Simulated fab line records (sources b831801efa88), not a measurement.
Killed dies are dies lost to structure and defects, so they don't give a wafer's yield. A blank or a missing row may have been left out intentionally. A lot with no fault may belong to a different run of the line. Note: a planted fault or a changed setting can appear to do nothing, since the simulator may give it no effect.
fab line records	flow sky130
record lots=24	wafers=72	last-day=50
route steps=708 shown NWELL@68 RES_PROTECT@215 POLY_GATE@235 SPACER@306 METAL1@454 VIA2@510
lots that met no fault: from a run of the same line without faults
start-h: the number of hours between the record's first day and the start of the first shown wafer of the lot	wait-h: hours elapsed since this lot's preceding step	" same as the row above	L1.1+2: a row that stands for several wafers	- either no value or no given start	* or withheld: withheld	< > ~ a bound
route shown NAME@n: names a module that has steps shown in the file, with the first one's number in the route	usual: mean and standard deviation over wafers with no fault	same: alike in all rows	chamber/n: place in a boat	sites: per-site readings	_std_site: the standard deviation of these	_edge_site: mean of outer sites minus mean of inner sites	radius-mm: how far each site lies from the wafer's centre	mask NAME#n: copy n	behind: the tool/chamber that last shaped the wafer	hold: why the lot went on hold/how many hours it stayed there/how the hold came to an end	device: the transistor (n, p or np) that didn't switch	end of line: the same wafers' tests at the end of the route	for a step that has no rows: nothing shown but its recipe	killed: count of dies lost to structure and defects at first sort (not the wafer's yield)	map: shows each die of a wafer: x if killed, . if not, _ if none is there
set.NAME: the run value of the setting; set.NAME@STEP: its run value at that earlier step	model.NAME: the simulator's own value behind a step, which no gauge read
steps of the route over a sample of lots; a table a step, a row a wafer
services: a tool's chamber out of use, with start hour (start-h, from the record's first day; less than 0 if before it), hours out, and reason
## steps
# step SKY_NWELL_TW_MEAS_15
# usual NWELL_TW=1815/11
lot.wafer	tool	chamber	start-h	wait-h	NWELL_TW
L074.2	film-metro-04	-	88.36	0.1	1810
L074.4	"	-	"	"	1800
L074.5	"	-	"	"	1808
L075.1	film-metro-04	-	90.25	0.1	1818
L075.2	"	-	"	"	1811
L075.6	"	-	"	"	1810
L076.1	film-metro-02	-	97.88	0.1	1810
L076.3	"	-	"	"	1807
L076.5	"	-	"	"	1808
L077.1	film-metro-04	-	103.40	0.1	1790
L077.4	"	-	"	"	1802
L077.6	"	-	"	"	1799
L078.2	film-metro-02	-	109.94	0.1	1805
L078.3	"	-	"	"	1809
L078.4	"	-	"	"	1802
L079.1	film-metro-01	-	114.70	0.1	1818
L079.3	"	-	"	"	1817
L079.5	"	-	"	"	1806
L080.1	film-metro-01	-	126.80	0.1	1831
L080.4	"	-	"	"	1826
L080.6	"	-	"	"	1832
L081.1	film-metro-02	-	132.45	0.1	1814
L081.4	"	-	"	"	1812
L081.6	"	-	"	"	1809
L082.1	film-metro-02	-	135.93	0.1	1810
L082.2	"	-	"	"	1820
L082.5	"	-	"	"	1814
L084.2	film-metro-01	-	148.30	0.1	1832
L084.4	"	-	"	"	1840
L084.6	"	-	"	"	1838
L083.2	film-metro-04	-	148.69	0.1	1820
L083.4	"	-	"	"	1821
L083.6	"	-	"	"	1808
L085.2	film-metro-04	-	155.24	0.1	1821
L085.4	"	-	"	"	1821
L085.5	"	-	"	"	1820
L086.1	film-metro-04	-	160.49	0.1	1806
L086.4	"	-	"	"	1815
L086.6	"	-	"	"	1812
L087.1	film-metro-02	-	162.09	0.1	1800
L087.5	"	-	"	"	1809
L087.6	"	-	"	"	1797
L088.1	film-metro-01	-	169.28	0.1	1822
L088.3	"	-	"	"	1821
L088.4	"	-	"	"	1819
L089.1	film-metro-01	-	177.90	0.1	1816
L089.2	"	-	"	"	1816
L089.3	"	-	"	"	1823
L090.2	film-metro-01	-	179.91	0.1	1826
L090.4	"	-	"	"	1826
L090.6	"	-	"	"	1825
L091.1	film-metro-02	-	186.20	0.1	1803
L091.3	"	-	"	"	1808
L091.6	"	-	"	"	1810
L092.4	film-metro-04	-	190.26	0.1	1804
L092.5	"	-	"	"	1802
L092.6	"	-	"	"	1801
L093.3	film-metro-01	-	197.12	0.1	1828
L093.4	"	-	"	"	1834
L093.6	"	-	"	"	1834
L094.1	film-metro-04	-	200.10	0.1	1792
L094.4	"	-	"	"	1799
L094.5	"	-	"	"	1793
L095.1	film-metro-04	-	210.13	0.1	1801
L095.4	"	-	"	"	1812
L095.6	"	-	"	"	1809
L096.2	film-metro-01	-	213.90	0.1	1830
L096.4	"	-	"	"	1831
L096.5	"	-	"	"	1818
L097.1	film-metro-01	-	218.69	0.1	1836
L097.3	"	-	"	"	1830
L097.6	"	-	"	"	1827
# step SKY_RES_PROTECT_TW_MEAS_08
# usual POLY_GATE_TW=4018/23
lot.wafer	tool	chamber	start-h	wait-h	POLY_GATE_TW
L074.2	film-metro-04	-	343.67	0.1	4001
L074.4	"	-	"	"	4004
L074.5	"	-	"	"	3995
L075.1	film-metro-04	-	349.66	0.1	4004
L075.2	"	-	"	"	4007
L075.6	"	-	"	"	3998
L076.1	film-metro-04	-	360.89	0.1	3966
L076.3	"	-	"	"	4003
L076.5	"	-	"	"	4024
L077.1	film-metro-03	-	365.24	0.1	4013
L077.4	"	-	"	"	4048
L077.6	"	-	"	"	4011
L078.2	film-metro-03	-	378.97	0.1	4048
L078.3	"	-	"	"	4032
L078.4	"	-	"	"	4063
L079.1	film-metro-02	-	388.39	0.1	4043
L079.3	"	-	"	"	4003
L079.5	"	-	"	"	4006
L080.1	film-metro-03	-	404.72	0.1	3998
L080.4	"	-	"	"	3992
L080.6	"	-	"	"	4006
L081.1	film-metro-04	-	410.76	0.1	4033
L081.4	"	-	"	"	4032
L081.6	"	-	"	"	4032
L082.1	film-metro-02	-	418.91	0.1	4028
L082.2	"	-	"	"	4020
L082.5	"	-	"	"	4006
L084.2	film-metro-02	-	437.95	0.1	3995
L084.4	"	-	"	"	4017
L084.6	"	-	"	"	4017
L083.2	film-metro-03	-	438.22	0.1	4035
L083.4	"	-	"	"	4007
L083.6	"	-	"	"	4015
L085.2	film-metro-04	-	447.20	0.1	4045
L085.4	"	-	"	"	4037
L085.5	"	-	"	"	4027
L086.1	film-metro-04	-	451.87	0.1	4008
L086.4	"	-	"	"	4034
L086.6	"	-	"	"	4041
L087.1	film-metro-04	-	452.31	0.1	4036
L087.5	"	-	"	"	4038
L087.6	"	-	"	"	4024
L088.1	film-metro-04	-	462.14	0.1	3998
L088.3	"	-	"	"	4000
L088.4	"	-	"	"	3993
L089.1	film-metro-02	-	478.04	0.1	3994
L089.2	"	-	"	"	3994
L089.3	"	-	"	"	3999
L090.2	film-metro-03	-	481.87	0.1	4019
L090.4	"	-	"	"	3996
L090.6	"	-	"	"	4000
L091.1	film-metro-02	-	490.24	0.1	3972
L091.3	"	-	"	"	3977
L091.6	"	-	"	"	3993
L092.4	film-metro-02	-	500.24	0.1	4010
L092.5	"	-	"	"	4012
L092.6	"	-	"	"	4005
L093.3	film-metro-04	-	504.58	0.1	3994
L093.4	"	-	"	"	3977
L093.6	"	-	"	"	3999
L094.1	film-metro-03	-	511.71	0.1	4040
L094.4	"	-	"	"	4064
L094.5	"	-	"	"	4025
L095.1	film-metro-03	-	521.51	0.1	4042
L095.4	"	-	"	"	4068
L095.6	"	-	"	"	4046
L096.2	film-metro-02	-	528.32	0.1	4032
L096.4	"	-	"	"	4015
L096.5	"	-	"	"	4028
L097.1	film-metro-03	-	534.91	0.1	4071
L097.3	"	-	"	"	4033
L097.6	"	-	"	"	4048
# step SKY_POLY_GATE_THK_MEAS_21
# recipe reads=SiO2_of_POLY_GATE_OXIDATION_20
# usual POLY_GATE_OXIDATION_THK=3.94/0.095
lot.wafer	tool	chamber	start-h	wait-h	POLY_GATE_OXIDATION_THK[nm]
L074.2	film-metro-01	-	377.76	0.0	4.04
L074.4	"	-	"	"	3.97
L074.5	"	-	"	"	4.09
L075.1	film-metro-03	-	385.22	0.0	4.11
L075.2	"	-	"	"	4.10
L075.6	"	-	"	"	4.20
L076.1	film-metro-01	-	393.64	0.0	4.03
L076.3	"	-	"	"	4.01
L076.5	"	-	"	"	4.09
L077.1	film-metro-03	-	397.79	0.0	4.01
L077.4	"	-	"	"	3.95
L077.6	"	-	"	"	4.01
L078.2	film-metro-03	-	414.89	0.0	4.06
L078.3	"	-	"	"	4.14
L078.4	"	-	"	"	4.03
L079.1	film-metro-04	-	424.17	0.0	4.00
L079.3	"	-	"	"	4.03
L079.5	"	-	"	"	3.97
L080.1	film-metro-03	-	437.71	0.0	3.85
L080.4	"	-	"	"	3.98
L080.6	"	-	"	"	3.91
L081.1	film-metro-03	-	445.40	0.0	4.01
L081.4	"	-	"	"	3.88
L081.6	"	-	"	"	3.98
L082.1	film-metro-01	-	455.25	0.0	3.92
L082.2	"	-	"	"	4.08
L082.5	"	-	"	"	4.04
L084.2	film-metro-03	-	472.50	0.0	3.92
L084.4	"	-	"	"	3.88
L084.6	"	-	"	"	3.93
L083.2	film-metro-03	-	474.16	0.0	3.88
L083.4	"	-	"	"	3.92
L083.6	"	-	"	"	3.88
L085.2	film-metro-04	-	481.58	0.0	3.94
L085.4	"	-	"	"	4.01
L085.5	"	-	"	"	3.96
L086.1	film-metro-04	-	485.86	0.0	3.89
L086.4	"	-	"	"	3.88
L086.6	"	-	"	"	3.92
L087.1	film-metro-01	-	487.40	0.0	3.78
L087.5	"	-	"	"	3.82
L087.6	"	-	"	"	3.86
L088.1	film-metro-04	-	495.74	0.0	3.87
L088.3	"	-	"	"	3.85
L088.4	"	-	"	"	3.83
L089.1	film-metro-03	-	511.85	0.0	3.90
L089.2	"	-	"	"	3.95
L089.3	"	-	"	"	3.80
L090.2	film-metro-04	-	516.66	0.0	3.96
L090.4	"	-	"	"	3.89
L090.6	"	-	"	"	3.90
L091.1	film-metro-01	-	524.64	0.0	3.84
L091.3	"	-	"	"	3.84
L091.6	"	-	"	"	3.84
L092.4	film-metro-04	-	534.34	0.0	3.94
L092.5	"	-	"	"	3.90
L092.6	"	-	"	"	3.93
L093.3	film-metro-04	-	538.52	0.0	3.89
L093.4	"	-	"	"	3.85
L093.6	"	-	"	"	3.90
L094.1	film-metro-04	-	545.70	0.0	4.10
L094.4	"	-	"	"	3.93
L094.5	"	-	"	"	4.01
L095.1	film-metro-03	-	554.99	0.0	3.72
L095.4	"	-	"	"	3.80
L095.6	"	-	"	"	3.84
L096.2	film-metro-03	-	561.56	0.0	3.93
L096.4	"	-	"	"	3.96
L096.5	"	-	"	"	3.96
L097.1	film-metro-04	-	568.35	0.0	3.82
L097.3	"	-	"	"	3.73
L097.6	"	-	"	"	3.78
# step SKY_SPACER_ETCHBACK_02
# recipe chemistry=CH3F/O2	target=Si3N4	stop-on=SiO2	source-w=400	bias-w=80	pressure-mtorr=25	ch3f-flow-sccm=40	O2_flow_sccm=30	time-s=46.7	target-depth-a=450
# usual chamber-pressure-mTorr=25.002/0.024	drypump-motor-current-A=5.7/0.48	oes-product-au=0.852/0.0062	throttle-valve-pct=10.562/0.0086
lot.wafer	tool	chamber	start-h	wait-h	chamber-pressure-mTorr	drypump-motor-current-A	oes-product-au	rf-hours-counter-h	throttle-valve-pct
L074.2	rie-diel-03	0	533.37	0.0	25.033	5.6	0.858	8	10.559
L074.4	"	3	"	"	24.991	5.9	0.846	46	10.556
L074.5	"	2	"	"	24.975	6.3	0.847	-	10.562
L075.1	rie-diel-04	3	539.83	0.1	24.987	4.7	0.842	29	10.564
L075.2	"	0	"	"	24.985	6.2	0.846	24	10.560
L075.6	"	0	"	"	25.012	6.3	0.843	-	10.580
L076.1	rie-diel-04	2	548.30	0.1	24.997	5.5	0.842	10	10.576
L076.3	"	3	"	"	25.027	4.7	0.851	30	10.557
L076.5	"	2	"	"	24.954	5.6	0.853	-	10.554
L077.1	rie-diel-04	3	552.70	0.1	25.036	4.7	0.851	30	10.572
L077.4	"	2	"	"	25.021	5.5	0.856	10	10.555
L077.6	"	1	"	"	25.035	6.1	0.854	-	10.555
L078.2	rie-diel-03	1	569.27	0.0	24.985	5.6	0.859	2	10.554
L078.3	"	2	"	"	25.036	6.3	0.862	4	10.567
L078.4	"	3	"	"	25.000	5.9	0.858	46	10.557
L079.1	rie-diel-02	3	581.40	0.1	25.032	6.6	0.859	51	10.555
L079.3	"	1	"	"	24.957	5.6	0.852	5	10.545
L079.5	"	3	"	"	24.968	6.6	0.850	-	10.568
L080.1	rie-diel-04	3	593.77	0.1	24.997	4.7	0.859	30	10.559
L080.4	"	1	"	"	25.012	6.1	0.861	3	10.564
L080.6	"	2	"	"	24.946	5.6	0.862	-	10.547
L081.1	rie-diel-04	2	604.03	0.1	25.049	5.6	0.858	11	10.565
L081.4	"	1	"	"	24.965	6.1	0.863	4	10.567
L081.6	"	3	"	"	25.008	4.7	0.859	-	10.552
L082.1	rie-diel-02	2	610.05	0.1	24.998	5.5	0.843	3	10.561
L082.2	"	0	"	"	25.008	5.7	0.861	11	10.558
L082.5	"	2	"	"	25.011	5.5	0.855	-	10.558
L084.2	rie-diel-03	3	626.25	0.0	24.989	5.9	0.848	47	10.562
L084.4	"	1	"	"	24.993	5.5	0.855	2	10.550
L084.6	"	3	"	"	25.033	5.9	0.858	-	10.569
L083.2	rie-diel-02	1	628.06	0.0	24.979	5.5	0.849	6	10.564
L083.4	"	3	"	"	25.021	6.6	0.849	-	10.559
L083.6	"	1	"	"	24.998	5.6	0.856	-	10.578
L085.2	rie-diel-04	3	634.61	0.0	24.965	4.7	0.847	31	10.553
L085.4	"	1	"	"	24.957	6.1	0.847	4	10.576
L085.5	"	3	"	"	24.978	4.7	0.845	-	10.574
L086.1	rie-diel-03	3	638.05	0.1	25.024	5.9	0.853	47	10.565
L086.4	"	0	"	"	24.965	5.6	0.847	-	10.549
L086.6	"	1	"	"	25.026	5.6	0.854	-	10.583
L087.1	rie-diel-03	3	639.57	0.1	24.983	5.9	0.854	47	10.564
L087.5	"	0	"	"	24.992	5.6	0.846	-	10.567
L087.6	"	1	"	"	24.978	5.5	0.852	-	10.572
L088.1	rie-diel-02	0	646.72	0.1	25.019	5.7	0.847	12	10.553
L088.3	"	3	"	"	24.974	6.6	0.847	53	10.554
L088.4	"	1	"	"	24.986	5.7	0.854	6	10.553
L089.1	rie-diel-04	1	662.68	0.1	24.969	6.1	0.849	5	10.560
L089.2	"	0	"	"	24.991	6.2	0.848	27	10.578
L089.3	"	3	"	"	25.016	4.7	0.843	32	10.555
L090.2	rie-diel-04	3	668.51	0.0	25.029	4.7	0.846	32	10.560
L090.4	"	0	"	"	24.994	6.2	0.845	27	10.551
L090.6	"	2	"	"	24.992	5.5	0.851	-	10.559
L091.1	rie-diel-03	3	674.87	0.1	24.989	5.9	0.853	48	10.561
L091.3	"	2	"	"	25.002	6.3	0.848	5	10.560
L091.6	"	1	"	"	25.018	5.5	0.853	-	10.573
L092.4	rie-diel-04	2	683.68	0.0	25.000	5.6	0.861	12	10.566
L092.5	"	3	"	"	24.995	4.7	0.863	-	10.555
L092.6	"	0	"	"	24.976	6.1	0.856	-	10.564
L093.3	rie-diel-03	1	686.15	0.0	25.037	5.6	0.862	3	10.561
L093.4	"	0	"	"	24.996	5.6	0.855	10	10.561
L093.6	"	0	"	"	24.975	5.6	0.844	-	10.560
L094.1	rie-diel-04	3	692.53	0.1	24.998	4.7	0.853	33	10.555
L094.4	"	2	"	"	24.970	5.6	0.849	12	10.571
L094.5	"	2	"	"	25.010	5.6	0.848	-	10.557
L095.1	rie-diel-02	3	704.46	0.1	24.967	6.6	0.835	54	10.575
L095.4	"	0	"	"	25.054	5.7	0.857	14	10.540
L095.6	"	1	"	"	25.042	5.6	0.850	-	10.568
L096.2	rie-diel-02	2	708.08	0.0	24.988	5.5	0.853	5	10.567
L096.4	"	1	"	"	25.012	5.6	0.849	-	10.565
L096.5	"	0	"	"	25.018	5.7	0.845	-	10.556
L097.1	rie-diel-02	1	717.39	0.1	25.015	5.6	0.853	8	10.557
L097.3	"	2	"	"	25.009	5.5	0.852	6	10.567
L097.6	"	0	"	"	25.046	5.7	0.856	-	10.558
# step SKY_METAL1_STRIP_20
# recipe chemistry=O2/N2	power-w=1400	pressure-mtorr=1500	platen-temp-c=withheld	o2-flow-sccm=3000	n2-flow-sccm=300	overash-fraction=0.5
# usual chamber-pressure-mTorr=1499.9/1.5	drypump-motor-current-A=5.8/0.35	oes-product-au=0.342/0.0048	strip-time-to-endpoint-s=2.69/0.052
lot.wafer	tool	chamber	start-h	wait-h	chamber-pressure-mTorr	drypump-motor-current-A	oes-product-au	rf-hours-counter-h	strip-time-to-endpoint-s
L074.2	plasma-asher-01	0	766.93	0.1	1500.5	5.9	0.343	3	2.57
L074.4	"	0	"	"	1499.9	5.9	0.337	-	2.74
L074.5	"	1	"	"	1497.8	5.7	0.340	-	2.72
L075.1	plasma-asher-01	0	773.58	0.1	1500.1	5.9	0.341	4	2.68
L075.2	"	1	"	"	1500.1	5.7	0.333	4	2.62
L075.6	"	0	"	"	1501.0	5.9	0.337	-	2.61
L076.1	plasma-asher-03	0	781.20	0.1	1501.6	5.5	0.343	98	2.63
L076.3	"	1	"	"	1501.5	5.5	0.341	-	2.75
L076.5	"	0	"	"	1501.9	5.5	0.343	-	2.77
L077.1	plasma-asher-03	1	784.93	0.1	1499.3	5.5	0.341	98	2.72
L077.4	"	1	"	"	1501.2	5.6	0.344	-	2.70
L077.6	"	1	"	"	1501.0	5.6	0.337	-	2.69
L078.2	plasma-asher-04	1	798.70	0.1	1498.5	6.4	0.339	65	2.67
L078.3	"	1	"	"	1500.6	6.4	0.337	-	2.67
L078.4	"	0	"	"	1501.3	5.9	0.338	-	2.70
L079.1	plasma-asher-04	0	811.80	0.1	1499.7	5.9	0.337	67	2.66
L079.3	"	0	"	"	1500.6	5.9	0.337	-	2.65
L079.5	"	0	"	"	1500.2	5.9	0.341	-	2.66
L080.1	plasma-asher-04	1	822.28	0.1	1498.6	6.5	0.341	68	2.69
L080.4	"	0	"	"	1500.6	5.9	0.347	-	2.68
L080.6	"	1	"	"	1502.5	6.5	0.342	-	2.71
L081.1	plasma-asher-03	0	830.24	0.1	1498.8	5.5	0.341	103	2.65
L081.4	"	1	"	"	1498.6	5.5	0.342	-	2.71
L081.6	"	1	"	"	1496.5	5.6	0.339	-	2.66
L082.1	plasma-asher-01	1	839.08	0.1	1501.1	5.7	0.338	9	2.75
L082.2	"	0	"	"	1499.6	5.9	0.352	9	2.73
L082.5	"	1	"	"	1497.4	5.7	0.344	-	2.71
L084.2	plasma-asher-03	0	851.95	0.1	1500.2	5.5	0.344	105	2.69
L084.4	"	1	"	"	1499.6	5.5	0.336	-	2.76
L084.6	"	1	"	"	1499.1	5.5	0.339	-	2.68
L083.2	plasma-asher-04	0	853.25	0.1	1500.5	6.0	0.336	71	2.60
L083.4	"	1	"	"	1498.9	6.4	0.345	-	2.64
L083.6	"	1	"	"	1498.4	6.4	0.344	-	2.60
L085.2	plasma-asher-04	0	859.67	0.1	1500.2	5.9	0.340	72	2.63
L085.4	"	1	"	"	1499.0	6.4	0.331	-	2.62
L085.5	"	0	"	"	1497.1	5.9	0.345	-	2.69
L086.1	plasma-asher-04	0	863.75	0.1	1501.6	5.9	0.345	72	2.66
L086.4	"	0	"	"	1501.5	6.0	0.345	-	2.68
L086.6	"	0	"	"	1497.0	5.9	0.344	-	2.64
L087.1	plasma-asher-03	0	864.61	0.1	1501.8	5.5	0.348	106	2.78
L087.5	"	0	"	"	1500.2	5.5	0.346	-	2.78
L087.6	"	1	"	"	1499.2	5.5	0.346	-	2.78
L088.1	plasma-asher-03	1	869.23	0.1	1499.4	5.5	0.339	107	2.62
L088.3	"	0	"	"	1498.2	5.5	0.342	-	2.67
L088.4	"	1	"	"	1498.8	5.5	0.341	-	2.66
L089.1	plasma-asher-03	0	885.00	0.1	1498.3	5.5	0.348	108	2.73
L089.2	"	1	"	"	1500.4	5.5	0.349	108	2.78
L089.3	"	1	"	"	1500.6	5.5	0.343	-	2.78
L090.2	plasma-asher-03	1	890.00	0.1	1501.2	5.5	0.335	109	2.67
L090.4	"	1	"	"	1501.2	5.6	0.340	-	2.67
L090.6	"	1	"	"	1500.4	5.5	0.341	-	2.68
L091.1	plasma-asher-04	1	895.88	0.1	1502.3	6.5	0.345	76	2.71
L091.3	"	1	"	"	1499.8	6.4	0.339	-	2.61
L091.6	"	0	"	"	1500.7	5.9	0.338	-	2.61
L092.4	plasma-asher-03	0	902.64	0.1	1500.8	5.5	0.346	-	2.73
L092.5	"	0	"	"	1500.5	5.5	0.340	-	2.76
L092.6	"	1	"	"	1499.5	5.5	0.347	-	2.76
L093.3	plasma-asher-04	1	904.91	0.1	1501.3	6.5	0.341	-	2.64
L093.4	"	0	"	"	1502.5	5.9	0.345	-	2.77
L093.6	"	1	"	"	1502.2	6.5	0.338	-	2.62
L094.1	plasma-asher-04	1	909.18	0.1	1500.1	6.4	0.348	77	2.69
L094.4	"	1	"	"	1499.0	6.5	0.350	-	2.70
L094.5	"	1	"	"	1500.5	6.5	0.335	-	2.72
L095.1	plasma-asher-03	1	924.00	0.1	1502.4	5.6	0.347	113	2.74
L095.4	"	1	"	"	1498.4	5.5	0.349	-	2.71
L095.6	"	1	"	"	1499.9	5.6	0.339	-	2.75
L096.2	plasma-asher-03	0	924.35	0.1	1497.3	5.5	0.341	113	2.67
L096.4	"	0	"	"	1499.8	5.5	0.337	-	2.61
L096.5	"	1	"	"	1499.4	5.5	0.339	-	2.63
L097.1	plasma-asher-03	1	933.85	0.1	1497.7	5.5	0.356	114	2.77
L097.3	"	0	"	"	1499.5	5.5	0.342	-	2.76
L097.6	"	0	"	"	1500.9	5.5	0.353	-	2.72
# step SKY_VIA2_BOW_MEAS_03
# recipe mode=bow
# usual VIA2_BOW=86/7.7
lot.wafer	tool	chamber	start-h	wait-h	VIA2_BOW[um]
L074.2	film-metro-02	-	824.60	0.2	83
L074.4	"	-	"	"	79
L074.5	"	-	"	"	85
L075.1	film-metro-03	-	830.79	0.1	74
L075.2	"	-	"	"	75
L075.6	"	-	"	"	85
L076.1	film-metro-03	-	838.71	0.2	83
L076.3	"	-	"	"	91
L076.5	"	-	"	"	94
L077.1	film-metro-03	-	841.86	0.2	99
L077.4	"	-	"	"	92
L077.6	"	-	"	"	98
L078.2	film-metro-01	-	855.80	0.2	87
L078.3	"	-	"	"	87
L078.4	"	-	"	"	102
L079.1	film-metro-01	-	868.76	0.1	97
L079.3	"	-	"	"	78
L079.5	"	-	"	"	89
L080.1	film-metro-02	-	879.09	0.1	90
L080.4	"	-	"	"	78
L080.6	"	-	"	"	85
L081.1	film-metro-03	-	886.73	0.2	79
L081.4	"	-	"	"	77
L081.6	"	-	"	"	81
L082.1	film-metro-03	-	895.43	0.2	96
L082.2	"	-	"	"	85
L082.5	"	-	"	"	70
L084.2	film-metro-01	-	907.67	0.2	76
L084.4	"	-	"	"	79
L084.6	"	-	"	"	84
L083.2	film-metro-01	-	909.44	0.2	89
L083.4	"	-	"	"	83
L083.6	"	-	"	"	86
L085.2	film-metro-03	-	918.31	0.2	85
L085.4	"	-	"	"	88
L085.5	"	-	"	"	85
L086.1	film-metro-03	-	919.70	0.1	92
L086.4	"	-	"	"	96
L086.6	"	-	"	"	90
L087.1	film-metro-03	-	920.39	0.1	71
L087.5	"	-	"	"	92
L087.6	"	-	"	"	78
L088.1	film-metro-03	-	924.01	0.2	90
L088.3	"	-	"	"	89
L088.4	"	-	"	"	105
L089.1	film-metro-03	-	939.93	0.2	100
L089.2	"	-	"	"	87
L089.3	"	-	"	"	76
L090.2	film-metro-03	-	946.62	0.2	87
L090.4	"	-	"	"	74
L090.6	"	-	"	"	92
L091.1	film-metro-01	-	950.11	0.1	75
L091.3	"	-	"	"	78
L091.6	"	-	"	"	89
L092.4	film-metro-01	-	955.47	0.3	101
L092.5	"	-	"	"	96
L092.6	"	-	"	"	85
L093.3	film-metro-03	-	956.43	0.2	88
L093.4	"	-	"	"	81
L093.6	"	-	"	"	90
L094.1	film-metro-01	-	963.59	0.1	84
L094.4	"	-	"	"	74
L094.5	"	-	"	"	80
L095.1	film-metro-03	-	977.51	0.2	79
L095.4	"	-	"	"	88
L095.6	"	-	"	"	91
L096.2	film-metro-03	-	978.51	0.2	95
L096.4	"	-	"	"	87
L096.5	"	-	"	"	85
L097.1	film-metro-02	-	985.28	0.1	78
L097.3	"	-	"	"	83
L097.6	"	-	"	"	84
## services
tool	chamber	start-h	hours	kind
rie-diel-02	2	517.71	13.2	repair
rie-diel-04	2	538.80	7.9	repair
rie-diel-03	-	543.48	15.6	pm
plasma-asher-04	-	576.71	5.3	repair
plasma-asher-04	-	581.60	2.7	repair
plasma-asher-04	-	584.80	10.9	repair
rie-diel-03	-	592.81	0.2	repair
rie-diel-02	-	593.77	0.2	repair
rie-diel-03	3	609.23	5.5	repair
rie-diel-02	3	617.20	6.2	repair
plasma-asher-04	-	623.90	10.2	repair
rie-diel-04	0	636.15	14.0	repair
rie-diel-04	2	702.63	3.6	repair
rie-diel-04	3	705.89	2.7	repair
rie-diel-04	-	718.60	2.8	pm
rie-diel-04	3	735.53	1.6	repair
rie-diel-04	2	759.06	26.2	repair
rie-diel-04	0	759.63	13.1	repair
rie-diel-04	1	759.67	3.8	repair
plasma-asher-03	-	762.87	4.5	repair
plasma-asher-03	-	782.71	1.7	repair
plasma-asher-03	-	790.51	2.8	pm
rie-diel-04	1	815.68	15.1	repair
plasma-asher-04	-	910.00	14.6	pm
## key
fault none
